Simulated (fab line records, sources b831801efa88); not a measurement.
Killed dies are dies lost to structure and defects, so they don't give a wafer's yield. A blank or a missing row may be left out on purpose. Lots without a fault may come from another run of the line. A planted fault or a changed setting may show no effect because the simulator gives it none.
A struck lot beside a sound one | flow sky130 | 15 steps out of a route of 708
Sound: wafers L173.1, L173.4, L173.5. Struck: wafers L181.3, L181.5, L181.6. The cause comes at the end.
At each step with rows: each side's tool, then ch and its chambers, then its first start. Under that, the readings that differ: sound wafers | struck wafers | difference of the means | sigmas: that difference in standard deviations of wafers without a fault.
alike: readings whose means differ by less than 2 such deviations, and words and numbers that are the same on both sides. not compared: withheld readings, readings that some wafer has no value for, bounds like >300 that may hide the same value, and numbers for which the record gives no deviation and whose values overlap.
The two part at a step that has a row with sigmas, a row that says differs or no value, or rows on one side only. Numbers that don't overlap but have no deviation are shown without sigmas and don't part them. A reading that every wafer of one side lacks parts them only if that side has two wafers or more.

first, 2 steps without rows for these wafers: SKY_POLY_GATE_CLEAN_19 (cleans in SC1/SC2, time 150 s); SKY_POLY_GATE_OXIDATION_20 (stabilise 600 s, purge 300 s, target thk 4 nm).
SKY_POLY_GATE_THK_MEAS_21:
  sound on film_metro-02, day 18 22:15; struck on film_metro-01, day 21 15:19
  alike: POLY_GATE_OXIDATION_THK
SKY_POLY_GATE_CD_MEAS_22:
  sound on cd_sem-02, day 18 22:19; struck on cd_sem-01, day 21 15:25
  alike: cd_nm
then, 7 steps without rows for these wafers: SKY_LDD_N_DEHYDRATE_00 (time 60 s); SKY_LDD_N_HMDS_01 (prime time 60 s); SKY_LDD_N_COAT_02 (resist thk 300 nm); SKY_LDD_N_SOFTBAKE_03 (time 57.73 s); SKY_LDD_N_EXPOSE_04 (exposes mask NTM, target cd 840 nm); SKY_LDD_N_PEB_05; SKY_LDD_N_DEVELOP_06 (develop time 60 s).
SKY_LDD_N_OVL_MEAS_07:
  sound on overlay-02, day 20 04:58; struck on overlay-01, day 22 23:08
  alike: LDD_N_OVL
SKY_LDD_N_IMPLANT_08:
  sound on implanter-02 ch 0, day 20 05:00; struck on implanter-01 ch 0, day 22 23:12
  reading            | sound                         | struck                        | difference | sigmas
  dose_ions_cm2      | 7.506e+13 7.494e+13 7.498e+13 | 6.682e+13 6.683e+13 6.684e+13 | -8.163e+12 | -99 or more
  faraday_current_uA | 410 421 427                   | 389 371 364                   | -45        | -5
then, 1 step without rows for these wafers: SKY_LDD_N_IMPLANT_09.
-- the record jumps here: 26 days lie between the struck wafers' starts before and after (it left off in module LDD_N and takes up again in module PAD_OPEN, whose first step shown is number 708 of the route) --
SKY_PAD_OPEN_PROBE_99:
  sound on prober-02, day 47 07:25; struck on prober-02, day 49 05:59
  reading                     | sound           | struck            | difference | sigmas
  model.etest.tip_n.rs_ohm_sq | 443.3 438 440.8 | 447.6 445.8 447.4 | +6.2       |
  alike: killed_at_M0_to_M3, killed_at_M4_up, killed_at_contacts, killed_at_front_end, killed_at_other, killed_dies, killed_open, killed_short

WHERE THEY PART
Only at SKY_LDD_N_IMPLANT_08, within this record. Later steps at which nothing parts them and some readings are alike: SKY_PAD_OPEN_PROBE_99.

WHY: what the simulator had put in
Process parameter drift: implanter-01, from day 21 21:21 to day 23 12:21, at SKY_LDD_N_IMPLANT_08. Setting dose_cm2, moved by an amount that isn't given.
